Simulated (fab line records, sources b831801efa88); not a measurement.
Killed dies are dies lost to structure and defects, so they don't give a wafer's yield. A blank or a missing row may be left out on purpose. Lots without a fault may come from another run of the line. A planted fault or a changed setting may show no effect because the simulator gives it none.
Which tool did it? | flow gf180mcu | 6 lots, 18 wafers sampled, at 3 steps of a route of 602

WHAT THE GAUGES READ, wafer by wafer
GF_VT_IMPLANT_TW_MEAS_32.
lot  | measured     | on            | VT_IMPLANT_3_TW
L701 | day 8 04:26  | film_metro-04 | 273.2 272.1 271.6
L709 | day 10 09:53 | film_metro-04 | 30.5 30.3 30.4
L711 | day 10 20:38 | film_metro-04 | 30.2 30.3 30.4
L715 | day 11 20:34 | film_metro-04 | 272.3 271.7 270.7
L717 | day 12 14:24 | film_metro-04 | 271.5 269.7 270.4
L719 | day 13 07:13 | film_metro-02 | 274.8 273.9 273.9

WHICH TOOL RAN EACH LOT (tool, then ch and the chambers of the sampled wafers, then the start)
lot  | GF_VT_IMPLANT_STRIP_20               | GF_VT_IMPLANT_STRIP_31
L701 | plasma_asher-03 ch 0,1, day 7 11:49  | plasma_asher-04 ch 0,1, day 8 04:20
L709 | plasma_asher-03 ch 0,1, day 9 16:35  | plasma_asher-04 ch 0, day 10 09:47
L711 | plasma_asher-04 ch 0,1, day 10 02:11 | plasma_asher-02 ch 1, day 10 20:32
L715 | plasma_asher-04 ch 0,1, day 11 02:10 | plasma_asher-04 ch 0,1, day 11 20:28
L717 | plasma_asher-04 ch 0,1, day 11 18:41 | plasma_asher-03 ch 0,1, day 12 14:18
L719 | plasma_asher-04 ch 0,1, day 12 11:34 | plasma_asher-02 ch 0,1, day 13 07:08
- GF_VT_IMPLANT_STRIP_20: strips in O2/N2.
- GF_VT_IMPLANT_STRIP_31: strips in O2/N2.

THE ANSWER, worked out from the rows above alone
Rule: what is usual is taken from the lots themselves. Put in order of their means at a reading, lots are off if they are a third of the lots or fewer, leave a main group of 4 or more, and stand apart from it by a gap of 3 or more times the standard deviation of the main group's means; of several such gaps the widest counts. A main group whose means are all the same, to the digits that the tables above print for the reading, isn't used. A lot without any number at a reading at which 4 lots or more have one is off too. The other lots that the step has rows for count as sound.
Off: L709, L711, at GF_VT_IMPLANT_TW_MEAS_32 (VT_IMPLANT_3_TW). The main group: mean 272.1, standard deviation 1.3.
A tool fits if, at a process step before that reading, it ran every lot that is off, and no sound lot after the first of them. The gauges at GF_VT_IMPLANT_TW_MEAS_32 are tried like those tools. None of those tried fits.

WHAT THE SIMULATOR HAD PUT IN
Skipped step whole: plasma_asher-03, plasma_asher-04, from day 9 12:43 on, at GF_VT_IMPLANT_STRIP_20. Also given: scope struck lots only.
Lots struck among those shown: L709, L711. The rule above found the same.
